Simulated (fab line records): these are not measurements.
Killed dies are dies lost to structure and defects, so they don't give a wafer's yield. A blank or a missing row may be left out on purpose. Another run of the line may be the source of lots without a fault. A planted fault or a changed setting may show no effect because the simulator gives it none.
Problem report in the 8D (eight disciplines) form, filled by code ; flow sky130 ; the parts of the form that need people (team, actions taken, sign-off) are left out

## 1. THE PROBLEM
Across 6 wafers from 2 lots, RES_XHIGH_TW at SKY_RES_XHIGH_TW_MEAS_09 averages 1553, while fault-free wafers read 1635 with a standard deviation of 15. That is -5.5 standard deviations from the usual mean.
Earliest sighting: wafer L460.1 on film_metro-01 at day 29 04:54. At this step, 36 wafers from 12 lots have a number in the record. The rule behind "out" and "out of limits": a value lying over 4 standard deviations away from the usual mean. All remaining wafers that have a number are taken as sound.

## 2. WHAT IT IS, AND WHAT IT ISN'T
question;is;is not
which readings at this step;RES_XHIGH_TW;-
which lots;L460, L461;L455, L456, L457, L458, L468, L470, L472, L474, L476, L477
which wafers of those lots;all that have a number;-
read on which gauges;film_metro-01;film_metro-02, film_metro-03
when;from day 29 04:54;"up to then (12 sound wafers); but 18 sound wafers of L468, L470, L472, L474, L476, L477 came after"

## 3. WHAT RULES OUT EACH SUSPECT
Counting: a tool at any process step up to the reading remains a suspect when it ran all the lots that are out and ran no sound lot after the first of those.
- ruled out: the gauge at SKY_RES_XHIGH_TW_MEAS_09. All the wafers that are out were read on film_metro-01, but those of them that SKY_SD_N_RS_MEAS_18 has rows for are out there too, on other tools.
- rie_diel-02 at SKY_FIELD_ISO_ETCH_15 (etches the open film in CHF3/O2, stops on Si, target depth 180 nm, time 72 s): ruled out as a lasting fault. The sound lots L468, L470 went through it after L460, its earliest lot that is out (day 3 14:31).
- implanter-02 at SKY_RES_XHIGH_IMPLANT_07: ruled out as a lasting fault. The sound lots L472, L477 went through it after L460, its earliest lot that is out (day 29 04:39).
Left after counting: nothing in the record.

## 4. THE CAUSE (what the simulator had put in)
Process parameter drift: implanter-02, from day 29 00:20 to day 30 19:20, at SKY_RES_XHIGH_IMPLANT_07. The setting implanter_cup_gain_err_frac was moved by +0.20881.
It was ruled out by counting, in error; the rule expects a fault to strike all lots run on its tool from its start on, and this fault did not.

## 5. SEQUENCE OF EFFECTS, ordered by route
Each row: a reading where the mean over the struck wafers with a number is more than 3 standard deviations away from the usual. Scope: only readings with a usual standard deviation given in the record; hours: median across lots of the time from each lot's start at the first step in this table that gives one to its start at this step; sigmas: change in usual standard deviations.
hours;step;reading;usual;on struck wafers;change;sigmas
0;SKY_RES_XHIGH_TW_MEAS_09;RES_XHIGH_TW;1635;1553;-82;-5.5
29;SKY_SD_N_RS_MEAS_18;RES_XHIGH_RS;333.5 ohm/sq;388.4;+54.9;+39
Later steps that measure or inspect, where all struck wafers having a row at the step show a number for every such reading and not one has moved that far: SKY_LOCAL_INTERCONNECT_THK_MEAS_02, SKY_METAL1_OVL_MEAS_16.

## 6. WHAT WOULD HAVE CAUGHT IT SOONER
5 hours passed between the start of the fault at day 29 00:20 and the first reading out of limits at a measuring or inspecting step in this record, taken at day 29 04:54.
No tool reading at SKY_RES_XHIGH_IMPLANT_07 that has a usual standard deviation in the record was out on any struck wafer, so an alarm limit of 4 standard deviations on those readings would not have fired.
